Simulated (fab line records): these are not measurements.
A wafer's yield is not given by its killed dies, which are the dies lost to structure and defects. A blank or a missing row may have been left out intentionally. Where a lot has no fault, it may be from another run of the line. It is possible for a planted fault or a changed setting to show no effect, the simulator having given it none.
Struck lot and sound lot, side by side ; flow sfq-line ; 20 out of 325 route steps
Sound: these wafers, L679.2, L679.3, L679.6. Struck: wafer L686.3; the same lot's L686.1 was not struck, so it is left out; see the end for the cause.
For every step that has rows: the tool of each side, followed by ch and its chambers, followed by its first start. Under that, the readings that differ: sound wafers ; struck wafers ; difference of the means ; sigmas: that difference in standard deviations of wafers without a fault.
alike: words and numbers the same on both sides, and readings whose means are apart by under 2 such deviations; not compared: readings that were withheld, readings missing a value for some wafer, numbers with overlapping values and no deviation given by the record, and bounds like >300 which may hide the same value.
A row with sigmas, a row that says differs or no value, or rows on one side alone: a step with any of these is where the two part. Non-overlapping numbers with no deviation appear without sigmas and do not part them. A reading missing from all wafers of one side parts the sides only when that side holds two or more wafers.

first, 5 steps without rows for these wafers: SFQ_TRILAYER_R5_LITHO_COAT_136 (resist thk 600 nm); SFQ_TRILAYER_R5_LITHO_SOFTBAKE_140; SFQ_TRILAYER_R5_LITHO_EXPOSE_137 (exposes mask R5, target cd 500 nm); SFQ_TRILAYER_R5_LITHO_PEB_139 (peb time 60 s); SFQ_TRILAYER_R5_LITHO_DEVELOP_138 (time 60 s).
SFQ_R5_OVL_MEAS_935:
  sound on overlay-01, day 56 13:03; struck on overlay-02, day 58 02:40
  alike: R5_OVL
SFQ_TRILAYER_R5_BARC_OPEN_METAL_ETCH_177: etches BARC in O2, target depth 125 nm, time 41.7 s.
  sound on rie-metal-01 ch 1, day 56 13:05; struck on rie-metal-04 ch 0, day 58 02:41
  alike: drypump-motor-current-A, oes-product-au
  not compared: rf-hours-counter-h
SFQ_TRILAYER_R5_ETCH_METAL_ETCH_139: etches the open film in Cl2, stops on SiO2, target depth 60 nm, time 40 s.
  sound on rie-metal-01 ch 1, day 56 13:08; struck on rie-metal-04 ch 0, day 58 02:46
  alike: drypump-motor-current-A, oes-product-au
  not compared: rf-hours-counter-h
SFQ_TRILAYER_R5_STRIP_STRIP_140: strips in O2.
  sound on rie-metal-01 ch 1, day 56 13:12; struck on rie-metal-04 ch 0, day 58 02:51
  alike: drypump-motor-current-A, oes-product-au
  not compared: rf-hours-counter-h
then, 1 step without rows for these wafers: SFQ_TRILAYER_R5_STRIP_SOLV_CLEAN_141 (cleans in NMP, time 600 s).
SFQ_TRILAYER_A5C_DEP_PECVD_142: deposits SiO2 from SiH4/N2O, time 15.556 s, target thk 70 nm.
  sound on pecvd-04 ch 1,2, day 56 13:58; struck on pecvd-04 ch 2, day 58 03:49
  alike: heater-power-w, showerhead-vpp-V, throttle-valve-pct
then, 1 step without rows for these wafers: SFQ_TRILAYER_I5_LITHO_COAT_149 (resist thk 62 nm).
SFQ_TRILAYER_I5_LITHO_COAT_144: resist thk 650 nm.
  sound on litho-track-02 ch 0, day 56 14:21; struck on litho-track-01 ch 0, day 58 04:09
reading;sound;struck;difference;sigmas
model.KrF_of_TRILAYER_I5_LITHO_COAT_144.thk-nm (nm);648.6 649.1 649.5;632.4;-16.7;
  alike: exhaust-pa
then, 4 steps without rows for these wafers: SFQ_TRILAYER_I5_LITHO_SOFTBAKE_148; SFQ_TRILAYER_I5_LITHO_EXPOSE_145 (exposes mask I5, target cd 700 nm); SFQ_TRILAYER_I5_LITHO_PEB_147 (peb time 60 s); SFQ_TRILAYER_I5_LITHO_DEVELOP_146 (time 60 s).
SFQ_I5_OVL_MEAS_936:
  sound on overlay-02, day 57 21:28; struck on overlay-02, day 59 13:10
  alike: I5_OVL
SFQ_TRILAYER_I5_BARC_OPEN_VIA_ETCH_200: etches BARC in O2, target depth 125 nm, time 41.7 s.
  sound on rie-diel-01 ch 0,1,3, day 57 21:29; struck on rie-diel-03 ch 2, day 59 13:11
reading;sound;struck;difference;sigmas
model.KrF_of_TRILAYER_I5_LITHO_COAT_144.thk-nm (nm);572 571.3 573.3;554.9;-17.3;
  alike: drypump-motor-current-A, oes-product-au
  not compared: rf-hours-counter-h
SFQ_TRILAYER_I5_ETCH_VIA_ETCH_147: etches the open film in CHF3, stops on Nb, target depth 360 nm.
  sound on rie-diel-01 ch 0,1,3, day 57 21:32; struck on rie-diel-03 ch 2, day 59 13:14
  alike: drypump-motor-current-A, oes-product-au

WHERE THEY PART
Nowhere in this record.

WHY: whatever the simulator had introduced
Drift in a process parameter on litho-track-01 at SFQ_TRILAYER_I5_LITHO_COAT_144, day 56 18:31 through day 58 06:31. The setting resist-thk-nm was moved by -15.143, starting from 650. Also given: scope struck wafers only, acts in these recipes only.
